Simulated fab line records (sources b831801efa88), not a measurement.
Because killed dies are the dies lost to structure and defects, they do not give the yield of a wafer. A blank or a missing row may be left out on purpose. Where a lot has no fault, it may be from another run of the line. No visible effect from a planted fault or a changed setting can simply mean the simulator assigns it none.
Matching of chambers || flow gf180mcu || 4 sister chambers for GF_PASSIVATION_ETCH_11 on rie_diel-01
The step etches the open film in CF4/O2, stops on TiN, target depth 2040 nm, time 453.3 s. 4 wafers are shown with their chamber, then 11 later ones without.

EACH WAFER AND ITS CHAMBER
{"wafer": "L080.6", "chamber": 3, "oes_product_au (a.u.)": 0.987}
{"wafer": "L082.2", "chamber": 0, "oes_product_au (a.u.)": 0.995}
{"wafer": "L082.4", "chamber": 1, "oes_product_au (a.u.)": 0.992}
{"wafer": "L083.1", "chamber": 2, "oes_product_au (a.u.)": 0.982}

WAFERS WHOSE CHAMBER IS MISSING
{"wafer": "L083.2", "oes_product_au (a.u.)": 0.991}
{"wafer": "L083.6", "oes_product_au (a.u.)": 0.985}
{"wafer": "L088.3", "oes_product_au (a.u.)": 0.984}
{"wafer": "L088.5", "oes_product_au (a.u.)": 0.987}
{"wafer": "L088.6", "oes_product_au (a.u.)": 0.987}
{"wafer": "L093.3", "oes_product_au (a.u.)": 0.983}
{"wafer": "L093.4", "oes_product_au (a.u.)": 0.985}
{"wafer": "L093.5", "oes_product_au (a.u.)": 0.973}
{"wafer": "L094.3", "oes_product_au (a.u.)": 0.984}
{"wafer": "L094.5", "oes_product_au (a.u.)": 0.992}
{"wafer": "L094.6", "oes_product_au (a.u.)": 0.991}

CHAMBER TAKEN BY EACH
{"wafer": "L083.2", "from the rows above": "can't be placed: 1 or 0 or 3", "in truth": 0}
{"wafer": "L083.6", "from the rows above": "can't be placed: 3 or 2 or 1", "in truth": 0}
{"wafer": "L088.3", "from the rows above": "can't be placed: 2 or 3 or 1", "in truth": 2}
{"wafer": "L088.5", "from the rows above": "can't be placed: 3 or 1 or 2", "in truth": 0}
{"wafer": "L088.6", "from the rows above": "can't be placed: 3 or 1 or 2", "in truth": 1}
{"wafer": "L093.3", "from the rows above": "can't be placed: 2 or 3", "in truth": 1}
{"wafer": "L093.4", "from the rows above": "can't be placed: 3 or 2 or 1", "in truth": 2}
{"wafer": "L093.5", "from the rows above": "can't be placed: 2 or 3", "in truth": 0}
{"wafer": "L094.3", "from the rows above": "can't be placed: 2 or 3 or 1", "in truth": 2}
{"wafer": "L094.5", "from the rows above": "can't be placed: 1 or 0 or 3", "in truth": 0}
{"wafer": "L094.6", "from the rows above": "can't be placed: 1 or 0 or 3", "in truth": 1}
Correctly placed: 0 of 11. Can't be placed from these rows: 11 (the true chamber is among the candidates in 7). Placed wrongly: 0.
How it was worked out, from the rows above alone: a wafer's distance from a chamber is the root of the sum, over the readings, of the square of ((its reading less the chamber's mean) divided by the reading's scatter). If the next closest chamber is less than 2 further off than the closest, the wafer can't be placed; otherwise it belongs to the closest. For every chamber, the mean is computed from those of its wafers that are shown. The scatter (one wafer shown for each chamber): square how far every hidden wafer sits from the nearest shown wafer, average those squares and take the square root.
